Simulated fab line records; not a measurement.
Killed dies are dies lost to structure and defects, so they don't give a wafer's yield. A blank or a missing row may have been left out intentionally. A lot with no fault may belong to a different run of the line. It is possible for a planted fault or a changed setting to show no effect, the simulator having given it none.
fab line records | flow sky130 | part 2 of 2: steps 30 to 38 of 38
record: lots: 5 wafers: 15 last-day: 47
route steps=708 shown CONTACT@423 METAL1@434 VIA1@458
lots that met no fault: taken from a fault-free run of the same line
start-h: start of the lot's first displayed wafer, in hours after the record's first day | wait-h: time in hours since the lot's previous step | " the same as in the row above | L1.1+2: a row that stands for several wafers | - no value, or no start given | * or withheld: withheld | < > ~ a bound
route shown NAME@n: a module of which the file shows steps, and the number in the route of the first | usual: mean and standard deviation over wafers with no fault | same: alike in all rows | chamber/n: place in a boat | sites: each site's reading | _std_site: standard deviation across them | _edge_site: inner sites' mean taken away from outer sites' mean | radius-mm: how far each site lies from the wafer's centre | mask NAME#n: copy n | behind: tool/chamber where the wafer was last shaped | hold: what put the lot on hold/how long, in hours/how the hold closed | device: the n, p or np transistor that did not switch | end of line: the tests these same wafers got at the end of their route | step lacking rows: just its recipe | killed: dies lost to structure and defects at the first sort, not the wafer's yield | map: dies across one wafer; x = killed, . = not, _ = none there
set.NAME: the run value of the setting; set.NAME@STEP: its run value at that earlier step | model.NAME: the simulator's own value behind a step, which no gauge read
certain route steps with their lots: each step a table, each wafer a row
services: when a tool's chamber went out of use (start-h, in hours from the record's first day, below 0 if earlier), for how many hours, and the reason
== steps ==
step: SKY_METAL1_ETCH_18
recipe: chemistry: N2/H2 target: BARC ion-energy-ev: 200 bias-w: 100 pressure-mtorr: 30 n2-flow-sccm: 100 h2-flow-sccm: 200 icp-w: 500 stop-on: SiO2 time-s: 45.9 target-depth-a: 600
usual: drypump-motor-current-A: 5.48/0.25 oes-product-au: 0.856/0.0042 throttle-valve-pct: 13.224/0.009
columns lot.wafer tool chamber start-h wait-h drypump-motor-current-A oes-product-au rf-hours-counter-h throttle-valve-pct
L074.1 rie-metal-02 1 770.27 0.0 5.76 0.851 13 13.215
L074.5 " 1 " " 5.79 0.856 - 13.231
L074.6 " 0 " " 5.73 0.854 - 13.219
L075.2 rie-metal-04 1 772.62 0.0 5.38 0.854 13 13.231
L075.3 " 1 " " 5.38 0.859 - 13.228
L075.4 " 0 " " 5.29 0.860 - 13.228
L077.1 rie-metal-01 1 790.07 0.0 5.24 0.856 0 13.236
L077.3 " 0 " " 5.18 0.856 - 13.227
L077.6 " 1 " " 5.25 0.859 - 13.229
L079.1 rie-metal-01 1 798.37 0.0 5.25 0.856 0 13.240
L079.2 " 0 " " 5.20 0.856 2 13.231
L079.6 " 1 " " 5.26 0.855 - 13.226
L081.2 rie-metal-04 1 825.19 0.0 5.40 0.852 15 13.232
L081.3 " 0 " " 5.29 0.854 - 13.222
L081.6 " 0 " " 5.31 0.851 - 13.232
step: SKY_METAL1_METAL_ETCH_19
recipe: target-depth-a: 3600 stop-on: SiO2 over-etch-frac: 0.3 time-s: 78 chemistry: Cl2/BCl3 resist-sidewall-deg: 88 pressure-mtorr: 10 icp-w: 900 bias-w: 48.5 Cl2_flow_sccm: 60 bcl3-flow-sccm: 30
usual: drypump-motor-current-A: 5.48/0.25 oes-product-au: 0.853/0.0065 throttle-valve-pct: 22.264/0.0093
columns lot.wafer tool chamber start-h wait-h drypump-motor-current-A oes-product-au rf-hours-counter-h throttle-valve-pct
L074.1 rie-metal-02 1 770.34 0.0 5.74 0.854 13 22.279
L074.5 " 1 " " 5.75 0.848 - 22.266
L074.6 " 0 " " 5.72 0.848 - 22.252
L075.2 rie-metal-04 1 772.69 0.0 5.37 0.852 13 22.266
L075.3 " 1 " " 5.37 0.851 - 22.258
L075.4 " 0 " " 5.30 0.846 - 22.272
L077.1 rie-metal-01 1 790.13 0.0 5.25 0.856 0 22.252
L077.3 " 0 " " 5.17 0.868 - 22.277
L077.6 " 1 " " 5.24 0.867 - 22.272
L079.1 rie-metal-01 1 798.43 0.0 5.23 0.850 0 22.258
L079.2 " 0 " " 5.18 0.846 2 22.271
L079.6 " 1 " " 5.22 0.849 - 22.264
L081.2 rie-metal-04 1 825.25 0.0 5.38 0.856 15 22.251
L081.3 " 0 " " 5.29 0.854 - 22.265
L081.6 " 0 " " 5.28 0.863 - 22.271
step: SKY_METAL1_STRIP_20
recipe: chemistry: O2/N2 power-w: 1400 pressure-mtorr: 1500 platen-temp-c: withheld o2-flow-sccm: 3000 n2-flow-sccm: 300 overash-fraction: 0.5
usual: drypump-motor-current-A: 6.0/0.42 o2-flow-sccm: 3000/9.4 oes-product-au: 0.343/0.005 strip-time-to-endpoint-s: 2.70/0.041
columns lot.wafer tool chamber start-h wait-h drypump-motor-current-A o2-flow-sccm oes-product-au rf-hours-counter-h strip-time-to-endpoint-s
L074.1 plasma-asher-02 1 770.43 0.1 6.5 2999 0.347 3 2.68
L074.5 " 0 " " 6.3 2997 0.345 - 2.66
L074.6 " 1 " " 6.5 2973 0.339 - 2.67
L075.2 plasma-asher-01 0 772.78 0.1 5.7 3004 0.345 61 2.70
L075.3 " 0 " " 5.7 3003 0.339 - 2.73
L075.4 " 1 " " 6.1 2996 0.342 - 2.75
L077.1 plasma-asher-03 0 790.22 0.1 5.2 3008 0.349 34 2.75
L077.3 " 1 " " 5.7 2991 0.339 - 2.64
L077.6 " 0 " " 5.2 3011 0.338 - 2.70
L079.1 plasma-asher-01 1 798.52 0.1 6.1 2997 0.348 64 2.75
L079.2 " 0 " " 5.7 2992 0.342 64 2.70
L079.6 " 1 " " 6.1 3006 0.339 - 2.76
L081.2 plasma-asher-02 1 825.34 0.1 6.5 2994 0.338 9 2.71
L081.3 " 0 " " 6.2 3002 0.349 - 2.81
L081.6 " 1 " " 6.5 3007 0.349 - 2.80
step: SKY_METAL1_STRIP_21
recipe: chemistry: post-etch-residue-remover time-s: 1200 temp-c: 72.5
columns lot.wafer tool chamber start-h wait-h
L074.1+5+6 wet-bench-01 0 770.53 0.1
L075.2+3+4 wet-bench-01 0 772.88 0.1
L077.1+3+6 wet-bench-03 3 790.32 0.1
L079.1+2+6 wet-bench-01 2 798.62 0.1
L081.2+3+6 wet-bench-01 0 825.44 0.1
step: SKY_METAL1_CLEAN_22
recipe: chemistry: IPA time-s: 180 temp-c: 25
columns lot.wafer tool chamber start-h wait-h
L074.1+5+6 wet-bench-04 3 770.87 0.0
L075.2+3+4 wet-bench-03 0 773.22 0.0
L077.1+3+6 wet-bench-04 1 790.69 0.0
L079.1+2+6 wet-bench-04 3 799.30 0.0
L081.2+3+6 wet-bench-04 1 825.78 0.0
step: SKY_METAL1_CLEAN_23
recipe: chemistry: O3/DIW dry: n2-spin
columns lot.wafer tool chamber start-h wait-h
L074.1+5+6 wet-bench-03 2 770.93 0.0
L075.2+3+4 wet-bench-04 0 773.28 0.0
L077.1+3+6 wet-bench-01 2 790.75 0.0
L079.1+2+6 wet-bench-04 2 799.36 0.0
L081.2+3+6 wet-bench-01 2 825.84 0.0
step: SKY_VIA1_HDPCVD_00
recipe: material: SiO2 target-thk-nm: 1030 sigma-open-frac: 0.3 time-s: 171.7 temp-c: 400 sih4-flow-sccm: 60 pressure-mtorr: 6
columns lot.wafer tool chamber start-h wait-h
L074.1+5+6 hdpcvd-02 2,2,1 771.02 0.0
L075.2+3+4 hdpcvd-01 0,1,2 773.38 0.0
L077.1+3+6 hdpcvd-02 1,2,1 790.94 0.0
L079.1+2+6 hdpcvd-02 2,0,0 799.45 0.0
L081.2+3+6 hdpcvd-01 1,0,1 825.93 0.0
step: SKY_VIA1_THK_MEAS_01
recipe: reads: SiO2_of_VIA1_HDPCVD_00
usual: VIA1_HDPCVD_THK: 1031/10
columns lot.wafer tool chamber start-h wait-h VIA1_HDPCVD_THK[nm]
L074.1 film-metro-02 - 771.14 0.1 1034
L074.5 " - " " 1032
L074.6 " - " " 1041
L075.2 film-metro-03 - 773.50 0.1 1020
L075.3 " - " " 1047
L075.4 " - " " 1038
L077.1 film-metro-03 - 791.05 0.1 1036
L077.3 " - " " 1034
L077.6 " - " " 1043
L079.1 film-metro-04 - 799.62 0.1 1010
L079.2 " - " " 1015
L079.6 " - " " 1004
L081.2 film-metro-02 - 826.05 0.1 1035
L081.3 " - " " 1024
L081.6 " - " " 1044
step: SKY_VIA1_CMP_02
recipe: material: SiO2 down-force-psi: 4 platen-rpm: 60 pad-velocity-m-s: 0.94248
usual: motor-current-A: 12.6/1 slurry-filter-dp-kPa: 13.50/0.13
columns lot.wafer tool chamber start-h wait-h motor-current-A slurry-filter-dp-kPa
L074.1 cmp-01 3 771.25 0.1 11.1 13.70
L074.5 " 2 " " 12.9 13.45
L074.6 " 3 " " 11.4 13.49
L075.4 cmp-02 0 773.60 0.1 13.7 13.47
L075.2 " 1 " " 11.7 13.58
L075.3 " 2 " " 11.4 13.47
L077.1 cmp-01 2 791.11 0.1 12.6 13.51
L077.3 " 3 " " 11.4 13.53
L077.6 " 2 " " 13.0 13.62
L079.2 cmp-01 0 799.68 0.0 14.4 13.54
L079.1 " 1 " " 12.7 13.45
L079.6 " 0 " " 14.9 13.73
L081.2 cmp-01 2 826.15 0.1 13.1 13.57
L081.3 " 0 " " 14.8 13.46
L081.6 " 2 " " 12.3 13.68
== services ==
columns tool chamber start-h hours kind
rie-diel-01 3 718.70 6.3 repair
pvd-sputter-02 - 720.30 2.0 repair
rie-metal-01 0 722.63 3.8 repair
cmp-02 - 725.05 5.5 repair
cvd-w-02 - 731.80 0.9 repair
wet-bench-02 - 732.03 3.0 repair
cmp-02 - 744.00 4.0 pm
plasma-asher-03 - 744.24 3.9 repair
rie-metal-01 1 745.39 3.8 repair
cmp-01 - 747.36 2.3 repair
plasma-asher-03 - 749.64 1.1 repair
rie-metal-02 - 758.10 1.4 pm
cmp-02 - 767.86 0.8 repair
plasma-asher-03 - 767.87 2.1 repair
wet-bench-04 - 785.17 1.6 repair
plasma-asher-03 - 786.20 2.8 pm
krf-scanner-01 - 790.38 0.8 pm
hdpcvd-02 1 796.12 8.9 repair
wet-bench-01 - 799.30 1.9 pm
hdpcvd-02 0 800.01 10.9 repair
rie-diel-02 2 804.39 4.2 repair
rie-metal-04 1 804.66 14.9 repair
cmp-02 - 811.29 5.5 pm
plasma-asher-03 - 814.89 5.7 repair
